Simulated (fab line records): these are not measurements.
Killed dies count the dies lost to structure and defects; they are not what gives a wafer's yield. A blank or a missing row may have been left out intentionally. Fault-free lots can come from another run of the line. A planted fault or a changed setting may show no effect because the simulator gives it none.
Comparing a struck lot with a sound one || flow sky130 || 17 out of 708 route steps
Sound: the wafers L844.2, L844.4, L844.5. Struck: wafer L839.6 (L839.3, L839.5, from the same lot, were not struck and are left out); the cause is given at the end.
Order at every step that has rows: each side's tool, ch and its chambers, its first start. Under that, the readings that differ: sound wafers || struck wafers || difference of the means || sigmas: that difference in standard deviations of wafers without a fault.
alike: readings whose means differ by less than 2 such deviations, and words and numbers that are the same on both sides. not compared: withheld readings, readings that some wafer has no value for, bounds like >300 that may hide the same value, and numbers for which the record gives no deviation and whose values overlap.
Wherever a step has rows on one side only, a row that says differs or no value, or a row with sigmas, the two part there. Non-overlapping numbers with no deviation appear without sigmas and do not part them. Lack of a reading on every wafer of one side parts them only where that side has two or more wafers.

first, 3 steps without rows for these wafers: SKY_VIA1_EXPOSE_09 (exposes mask VIM, target cd 150 nm); SKY_VIA1_PEB_10; SKY_VIA1_DEVELOP_11 (develop time 60 s).
SKY_VIA1_CD_MEAS_12 targets a cd of 150 nm.
  sound: cd sem-01 at day 37 23:10; struck: cd sem-01 at day 36 09:05
{"reading": "cd nm (nm)", "sound": "150.9 153.6 153.1", "struck": 148.1, "difference": -4.4, "sigmas": -2}
SKY_VIA1_OVL_MEAS_13:
  sound: overlay-01 at day 37 23:16; struck: overlay-02 at day 36 09:10
  alike: VIA1_OVL
SKY_VIA1_ETCH_14: etches BARC in N2/H2, stops on SiO2, time 45.9 s, target depth 60 nm.
  sound on rie diel-03 ch 0,2,3, day 37 23:18; struck on rie diel-01 ch 1, day 36 09:12
{"reading": "oes product au (a.u.)", "sound": "0.857 0.862 0.855", "struck": 0.849, "difference": -0.009, "sigmas": -2}
  alike: drypump motor current A, n2 flow sccm, throttle valve pct
  not compared: rf hours counter h
SKY_VIA1_ETCH_15: etches SiO2 in C4F8/O2/Ar, stops on TiN, target depth 351 nm, time 54 s.
  sound on rie diel-03 ch 0,2,3, day 37 23:20; struck on rie diel-01 ch 1, day 36 09:14
  alike: oes product au
  not compared: rf hours counter h
SKY_VIA1_STRIP_16: strips in O2/N2.
  sound on plasma asher-04 ch 0,1, day 37 23:23; struck on plasma asher-04 ch 1, day 36 09:19
  alike: drypump motor current A, n2 flow sccm, oes product au, strip time to endpoint s
  not compared: rf hours counter h
then, 3 steps without rows for these wafers: SKY_VIA1_STRIP_17 (strips in post etch residue remover, time 1200 s); SKY_VIA1_CLEAN_18 (cleans in IPA, time 180 s); SKY_VIA1_CLEAN_19 (cleans in O3/DIW).
SKY_VIA1_SPUTTER_20: material TiN, target thk 20 nm, time 80 s.
  sound: pvd sputter-04 at day 38 00:01; struck: pvd sputter-02 at day 36 09:59
  alike: throttle valve pct
SKY_VIA1_CVD_21: deposits W, target thk 270 nm, time 80.902 s.
  sound on cvd w-01 ch 0,1, day 38 00:05; struck on cvd w-02 ch 1, day 36 10:04
{"reading": "model.W_of_VIA1_CVD_21.thk nm (nm)", "sound": "270.3 267.9 268.5", "struck": 249, "difference": -20, "sigmas": ""}
  alike: chamber pressure Torr, heater power w, susceptor temp C
  not compared: since wet clean h
SKY_VIA1_RS_MEAS_22: measures by four-point-probe.
  sound: film metro-03 at day 38 00:11; struck: film metro-03 at day 36 10:10
{"reading": "VIA1_W_RS (ohm/sq)", "sound": "0.427 0.430 0.430", "struck": 0.464, "difference": "+0.035", "sigmas": "+10"}
SKY_VIA1_THK_MEAS_23: measures by xrf.
  sound: film metro-03 at day 38 00:18; struck: film metro-03 at day 36 10:16
{"reading": "VIA1_W_THK (nm)", "sound": "261 259 260", "struck": 238, "difference": -22, "sigmas": -7}
SKY_VIA1_CMP_24: polishes, stops on SiO2, t overpolish 15 s, target thk 0 nm.
  sound on cmp-02 ch 0,1,2, day 38 00:24; struck on cmp-01 ch 3, day 36 10:25
  alike: motor current A
-- the record jumps here: 11 days lie between the struck wafers' starts before and after (it left off in module VIA1 and takes up again in module PAD_OPEN, whose first step shown is number 708 of the route) --
SKY_PAD_OPEN_PROBE_99:
  sound: prober-01 at day 48 17:39; struck: prober-01 at day 47 14:22
  alike: defect limited yield, killed_at_M0_to_M3, killed_at_M4_up, killed at contacts, killed at front end, killed at other, killed dies, killed open, killed short, sort_bin_3_pad_short, sort_bin_5_function, sort_bin_6_memory, sort n pass, sort yield pct

## WHERE THEY PART
First at SKY_VIA1_CD_MEAS_12; last, within this record, at SKY_VIA1_THK_MEAS_23. Later steps at which nothing parts them and some readings are alike: SKY_VIA1_CMP_24, SKY_PAD_OPEN_PROBE_99.

WHY: whatever the simulator had introduced
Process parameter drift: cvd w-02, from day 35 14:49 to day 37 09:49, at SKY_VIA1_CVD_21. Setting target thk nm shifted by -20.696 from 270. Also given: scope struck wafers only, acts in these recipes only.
